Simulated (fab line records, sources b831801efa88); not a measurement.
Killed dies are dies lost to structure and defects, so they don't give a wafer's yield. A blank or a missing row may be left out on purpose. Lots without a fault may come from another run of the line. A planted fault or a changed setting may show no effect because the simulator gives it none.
A struck lot beside a sound one | flow gf180mcu | 43 steps out of a route of 602
Sound: wafers L207.1, L207.4, L207.6. Struck: wafers L215.1, L215.2, L215.3. The cause comes at the end.
At each step with rows: each side's tool, then ch and its chambers, then its first start. Under that, the readings that differ: sound wafers | struck wafers | difference of the means | sigmas: that difference in standard deviations of wafers without a fault.
alike: readings whose means differ by less than 2 such deviations, and words and numbers that are the same on both sides. not compared: withheld readings, readings that some wafer has no value for, bounds like >300 that may hide the same value, and numbers for which the record gives no deviation and whose values overlap.
The two part at a step that has a row with sigmas, a row that says differs or no value, or rows on one side only. Numbers that don't overlap but have no deviation are shown without sigmas and don't part them. A reading that every wafer of one side lacks parts them only if that side has two wafers or more.

first, 1 step without rows for these wafers: GF_DNWELL_IMPLANT_07.
GF_DNWELL_STRIP_08: strips in O2/N2.
  sound on plasma_asher-01 ch 1, day 3 09:32; struck on plasma_asher-01 ch 0,1, day 5 06:00
  alike: drypump_motor_current_A, heater_power_w, oes_product_au, strip_time_to_endpoint_s
  not compared: rf_hours_counter_h
GF_DNWELL_TW_MEAS_09:
  sound on film_metro-04, day 3 09:38; struck on film_metro-01, day 5 06:06
  alike: DNWELL_TW
then, 7 steps without rows for these wafers: GF_NWELL_DEHYDRATE_00 (time 60 s); GF_NWELL_HMDS_01 (prime time 60 s); GF_NWELL_COAT_02 (resist thk 3000 nm); GF_NWELL_SOFTBAKE_03; GF_NWELL_EXPOSE_04 (exposes mask Nwell, target cd 860 nm); GF_NWELL_PEB_05; GF_NWELL_DEVELOP_06 (develop time 60 s).
GF_NWELL_OVL_MEAS_07:
  sound on overlay-02, day 3 22:44; struck on overlay-01, day 5 20:00
  alike: NWELL_OVL
then, 1 step without rows for these wafers: GF_NWELL_IMPLANT_08.
GF_NWELL_IMPLANT_09:
  sound on implanter-01 ch 0, day 3 22:56; struck on implanter-02, day 5 20:11
  no value came back on the struck wafers for beam_energy_keV, beam_on_s (s), dose_ions_cm2; on the sound wafers beam_energy_keV reads 160.01 160.05 160.03
GF_NWELL_STRIP_10: strips in O2/N2.
  sound on plasma_asher-04 ch 0,1, day 3 23:05; struck on plasma_asher-02 ch 0,1, day 5 20:20
  alike: drypump_motor_current_A, heater_power_w, oes_product_au, strip_time_to_endpoint_s
  not compared: rf_hours_counter_h
GF_NWELL_TW_MEAS_11:
  sound on film_metro-03, day 3 23:11; struck on film_metro-02, day 5 20:26
  reading  | sound          | struck         | difference | sigmas
  NWELL_TW | 1553 1554 1550 | 1470 1461 1463 | -88        | -4
then, 7 steps without rows for these wafers: GF_LVPWELL_DEHYDRATE_00 (time 60 s); GF_LVPWELL_HMDS_01 (prime time 60 s); GF_LVPWELL_COAT_02 (resist thk 3000 nm); GF_LVPWELL_SOFTBAKE_03; GF_LVPWELL_EXPOSE_04 (exposes mask LVPWELL, target cd 600 nm); GF_LVPWELL_PEB_05; GF_LVPWELL_DEVELOP_06 (develop time 60 s).
GF_LVPWELL_OVL_MEAS_07:
  sound on overlay-01, day 4 12:09; struck on overlay-02, day 6 11:06
  alike: LVPWELL_OVL
then, 2 steps without rows for these wafers: GF_LVPWELL_IMPLANT_08; GF_LVPWELL_IMPLANT_09.
GF_LVPWELL_STRIP_10: strips in O2/N2.
  sound on plasma_asher-01 ch 0,1, day 4 12:29; struck on plasma_asher-04 ch 0,1, day 6 11:26
  alike: drypump_motor_current_A, heater_power_w, oes_product_au, strip_time_to_endpoint_s
  not compared: rf_hours_counter_h
GF_LVPWELL_TW_MEAS_11:
  sound on film_metro-01, day 4 12:35; struck on film_metro-01, day 6 11:32
  alike: LVPWELL_TW
then, 7 steps without rows for these wafers: GF_MVSD_DEHYDRATE_00 (time 60 s); GF_MVSD_HMDS_01 (prime time 60 s); GF_MVSD_COAT_02 (resist thk 3000 nm); GF_MVSD_SOFTBAKE_03; GF_MVSD_EXPOSE_04 (exposes mask MVSD, target cd 1000 nm); GF_MVSD_PEB_05; GF_MVSD_DEVELOP_06 (develop time 60 s).
GF_MVSD_OVL_MEAS_07:
  sound on overlay-02, day 5 02:53; struck on overlay-01, day 7 02:35
  alike: MVSD_OVL
then, 2 steps without rows for these wafers: GF_MVSD_IMPLANT_08; GF_MVSD_IMPLANT_09.
GF_MVSD_STRIP_10: strips in O2/N2.
  sound on plasma_asher-04 ch 0,1, day 5 03:13; struck on plasma_asher-01 ch 0,1, day 7 02:55
  alike: drypump_motor_current_A, heater_power_w, oes_product_au, strip_time_to_endpoint_s
  not compared: rf_hours_counter_h
GF_MVSD_TW_MEAS_11:
  sound on film_metro-03, day 5 03:19; struck on film_metro-01, day 7 03:01
  alike: MVSD_TW
then, 3 steps without rows for these wafers: GF_MVPSD_DEHYDRATE_00 (time 60 s); GF_MVPSD_HMDS_01 (prime time 60 s); GF_MVPSD_COAT_02 (resist thk 3000 nm).
-- the record jumps here: 4 days lie between the struck wafers' starts before and after --
GF_VT_IMPLANT_RS_MEAS_47: measures by four-point-probe.
  sound on film_metro-01, day 8 09:27; struck on film_metro-02, day 10 16:15
  reading           | sound             | struck | difference                    | sigmas
  NWELL_RS (ohm/sq) | 487.8 486.9 487.6 | - - -  | no value on the struck wafers |

WHERE THEY PART
First at GF_NWELL_IMPLANT_09; last, within this record, at GF_VT_IMPLANT_RS_MEAS_47.

WHY: what the simulator had put in
Skipped step whole: implanter-02, from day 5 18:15 on, at GF_NWELL_IMPLANT_09. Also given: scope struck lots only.
